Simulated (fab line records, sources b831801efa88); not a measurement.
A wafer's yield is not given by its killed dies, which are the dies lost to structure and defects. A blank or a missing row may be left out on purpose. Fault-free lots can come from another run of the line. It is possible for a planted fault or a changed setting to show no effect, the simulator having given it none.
Which tool was responsible? -- flow sky130 -- 6 lots with 18 wafers sampled at 2 steps, on a route of 708 steps

## WHAT THE GAUGES READ, wafer by wafer
SKY_VT_ADJUST_NCORE_CD_MEAS_07: target cd 380 nm.
lot,measured,on,cd_nm (nm)
L388,day 8 17:31,cd_sem-01,381.7 382.0 380.1
L394,day 11 11:10,cd_sem-02,380.2 379.1 379.3
L397,day 11 17:54,cd_sem-01,381.7 381.0 381.5
L399,day 12 16:17,cd_sem-01,381.5 383.3 383.0
L405,day 14 07:11,cd_sem-01,377.3 380.0 377.5
L407,day 14 15:17,cd_sem-01,377.6 375.9 379.2

## EACH LOT AND THE TOOL THAT RAN IT (in order: tool; ch and the chambers of the sampled wafers; start)
lot,SKY_VT_ADJUST_LVTN_STRIP_09
L388,"plasma_asher-04 ch 0, day 7 02:22"
L394,"plasma_asher-02 ch 0,1, day 9 13:21"
L397,"plasma_asher-03 ch 0,1, day 9 19:07"
L399,"plasma_asher-02 ch 0,1, day 10 14:55"
L405,"plasma_asher-02 ch 0,1, day 12 02:10"
L407,"plasma_asher-04 ch 0,1, day 12 11:28"
- SKY_VT_ADJUST_LVTN_STRIP_09: strips in O2/N2.

## THE ANSWER, worked out from the rows above alone
Rule: usual is defined by the lots themselves. Put in order of their means at a reading, lots are off if they are a third of the lots or fewer, leave a main group of 4 or more, and stand apart from it by a gap of 3 or more times the standard deviation of the main group's means; of several such gaps the widest counts. A main group whose means are all the same, to the digits that the tables above print for the reading, isn't used. Also off: a lot with no number at a reading for which 4 or more lots have one. All remaining lots with rows at the step are treated as sound.
None of the lots is off at any reading shown; this tells nothing.

## WHAT HAD BEEN PUT IN BY THE SIMULATOR
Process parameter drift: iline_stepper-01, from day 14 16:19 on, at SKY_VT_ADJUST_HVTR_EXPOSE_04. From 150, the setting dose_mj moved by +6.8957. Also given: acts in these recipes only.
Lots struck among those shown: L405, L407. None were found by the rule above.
